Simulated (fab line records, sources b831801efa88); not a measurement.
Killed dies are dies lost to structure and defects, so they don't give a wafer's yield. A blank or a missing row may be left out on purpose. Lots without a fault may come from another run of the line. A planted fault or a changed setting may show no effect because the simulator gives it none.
One fault seen from 2 desks | flow sky130 | each desk has only its own numbers; what lay behind them comes last

THE TOOL OWNER'S DESK: litho_track-03
The tool's own readings at SKY_NWELL_DEVELOP_09 (develop time 60 s): means of the sampled wafers that have a number, for each lot that ran on this tool. A lot is out of limits, marked OUT, if its mean lies more than 4 standard deviations from the usual mean; the brackets give that distance.
Columns: A = developer_temp_C at SKY_NWELL_DEVELOP_09, usual 22.96 C; B = exhaust_pa at SKY_NWELL_DEVELOP_09, usual 45.2 Pa
lot  | first seen here | A     | B
L625 | day 5 11:00     | 23.06 | 45.6
L629 | day 5 15:00     | 22.93 | 45.1
L630 | day 5 23:00     | 23.03 | 45.5
L632 | day 6 14:00     | 22.99 | 44.5
L633 | day 6 18:00     | 22.87 | 45.0
L634 | day 6 20:00     | 23.19 | 45.1
L647 | day 10 22:00    | 22.92 | 45.4
This desk's finding: nothing out of limits on any of the 7 lots.

THE METROLOGY DESK
What the gauges read, lot by lot, whatever tool the lot ran on: means of the sampled wafers that have a number. A lot is out of limits, marked OUT, if its mean lies more than 4 standard deviations from the usual mean; the brackets give that distance.
Columns: A = FIELD_ISO_OXIDATION_01_THK at SKY_FIELD_ISO_THK_MEAS_23, usual 9.94 nm; B = PWDE_TW at SKY_PWDE_TW_MEAS_10, usual 373.7; C = NWELL_00_OVL at SKY_NWELL_OVL_MEAS_10, usual 0.8 nm; D = NWELL_TW at SKY_NWELL_TW_MEAS_15, usual 1818; E = NWELL_RS at SKY_NWELL_RS_MEAS_29, usual 623.9 ohm/sq
lot  | first seen here | A     | B     | C    | D               | E
L624 | day 2 05:04     | 9.75  | 372.1 | 1.0  | 1826            | 621.8
L625 | day 3 04:32     | 9.99  | 376.4 | 1.0  | 1813            | 623.2
L627 | day 3 05:42     | 10.21 | 376.4 | -0.3 | 1805            | 623.9
L629 | day 3 10:33     | 9.98  | 372.0 | 0.0  | 1803            | 624.8
L630 | day 3 14:23     | 10.26 | 370.8 | 0.6  | 1826            | 623.2
L631 | day 3 21:50     | 9.86  | 376.1 | 0.1  | 1828            | 623.3
L632 | day 3 23:11     | 10.06 | 374.6 | -0.7 | 1811            | 624.4
L633 | day 4 07:47     | 9.92  | 373.6 | -    | 1785            | 620.9
L634 | day 4 07:49     | 10.07 | 375.7 | -    | 1762 (-5.6) OUT | 622.0
L635 | day 4 15:23     | 10.00 | 375.7 | -0.6 | 1812            | 622.1
L644 | day 6 16:59     | 9.79  | 370.5 | 1.1  | 1810            | 621.0
L645 | day 7 02:45     | 9.85  | 371.7 | 0.8  | 1831            | 625.7
L646 | day 7 10:59     | 9.88  | 372.7 | 2.5  | 1826            | 623.1
L647 | day 7 10:59     | 9.67  | 372.5 | -0.0 | 1823            | 623.1
This desk's finding: out of limits on L634; first on L634, day 6 20:55 (NWELL_TW at SKY_NWELL_TW_MEAS_15). In limits: L624, L625, L627, L629, L630, L631, L632, L633, L635, L644, L645, L646, L647.

PUT TOGETHER
The metrology desk could have raised an alarm at day 6 20:55, on L634.
The tool owner's desk saw nothing out of limits.
The tool owner's desk has L634 on record, within its limits.
Of the lots named, all ran SKY_NWELL_DEVELOP_09 on litho_track-03.

WHAT THE SIMULATOR HAD PUT IN
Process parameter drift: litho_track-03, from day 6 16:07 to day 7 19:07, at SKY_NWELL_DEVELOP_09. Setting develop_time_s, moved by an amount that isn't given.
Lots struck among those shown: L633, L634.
Hours from the fault's start to each desk's first reading out of limits: the metrology desk, 5.
